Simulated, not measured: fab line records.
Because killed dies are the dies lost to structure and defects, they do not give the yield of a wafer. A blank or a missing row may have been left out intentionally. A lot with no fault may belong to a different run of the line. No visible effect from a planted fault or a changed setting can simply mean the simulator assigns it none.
2 desks, one fault :: flow sky130 :: what lay behind the numbers comes last; until then each desk has only its own

== TOOL OWNER'S DESK, pecvd-03 ==
The tool's own readings at SKY_CAP2M_CVD_00 (deposits SiO2, target thk 15.5 nm): means of the sampled wafers that have a number, for each lot that ran on this tool. The brackets show how far a lot's mean lies from the usual mean; more than 4 standard deviations puts the lot out of limits, marked OUT.
Columns: A = heater power w at SKY_CAP2M_CVD_00, usual 663 W
lot: L931
first seen here: day 40 15:48
A: 735

lot: L938
first seen here: day 42 08:46
A: 682

lot: L943
first seen here: day 43 17:42
A: 709

lot: L945
first seen here: day 44 05:13
A: 685

lot: L948
first seen here: day 45 01:51
A: 664
This desk's verdict: no lot among the 5 shows anything out of limits.

== FROM THE METROLOGY DESK ==
What the gauges read for every lot (on any tool): the sampled wafers with a number, averaged. The brackets show how far a lot's mean lies from the usual mean; more than 4 standard deviations puts the lot out of limits, marked OUT.
Columns: A = cd nm at SKY_LOCAL_INTERCONNECT_CD_MEAS_11, usual 169.4 nm; B = CONTACT_BOW at SKY_CONTACT_BOW_MEAS_05, usual 83 um; C = CAP2M_CVD_00_THK at SKY_CAP2M_THK_MEAS_01, usual 15.51 nm
lot: L929
first seen here: day 30 10:38
A: 167.5
B: 84
C: 15.34

lot: L930
first seen here: day 30 17:08
A: 169.3
B: 82
C: 15.77

lot: L931
first seen here: day 31 11:04
A: 169.6
B: 83
C: 15.75

lot: L934
first seen here: day 32 10:20
A: 168.4
B: 85
C: 15.68

lot: L935
first seen here: day 32 11:52
A: 168.3
B: 86
C: 15.47

lot: L938
first seen here: day 33 09:19
A: 169.6
B: 86
C: 15.31

lot: L941
first seen here: day 34 15:01
A: 169.9
B: 80
C: 15.54

lot: L943
first seen here: day 34 23:07
A: 171.3
B: 85
C: 15.55

lot: L945
first seen here: day 35 13:17
A: 167.9
B: 85
C: 13.76 (-6.7) OUT

lot: L948
first seen here: day 36 12:56
A: 164.4
B: 80
C: 13.58 (-7.4) OUT

lot: L952
first seen here: day 37 15:02
A: 167.4
B: 87
C: 15.29
This desk finds L945, L948 out of limits, with the earliest case on L945 at day 44 05:14 (CAP2M_CVD_00_THK at SKY_CAP2M_THK_MEAS_01). L929, L930, L931, L934, L935, L938, L941, L943, L952: within limits.

== BROUGHT TOGETHER ==
At day 44 05:14 the metrology desk could have sounded an alarm, on L945, L948.
Nothing out of limits was seen by the tool owner's desk.
On record at the tool owner's desk: L945, L948, within its limits.
The lots listed all ran SKY_CAP2M_CVD_00 on pecvd-03.

== WHAT THE SIMULATOR HAD INSERTED ==
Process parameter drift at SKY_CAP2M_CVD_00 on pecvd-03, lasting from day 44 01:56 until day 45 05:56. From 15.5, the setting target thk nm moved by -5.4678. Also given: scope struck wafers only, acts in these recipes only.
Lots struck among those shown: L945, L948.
Delay in hours, fault start to first out-of-limits reading, per desk: metrology desk 3.
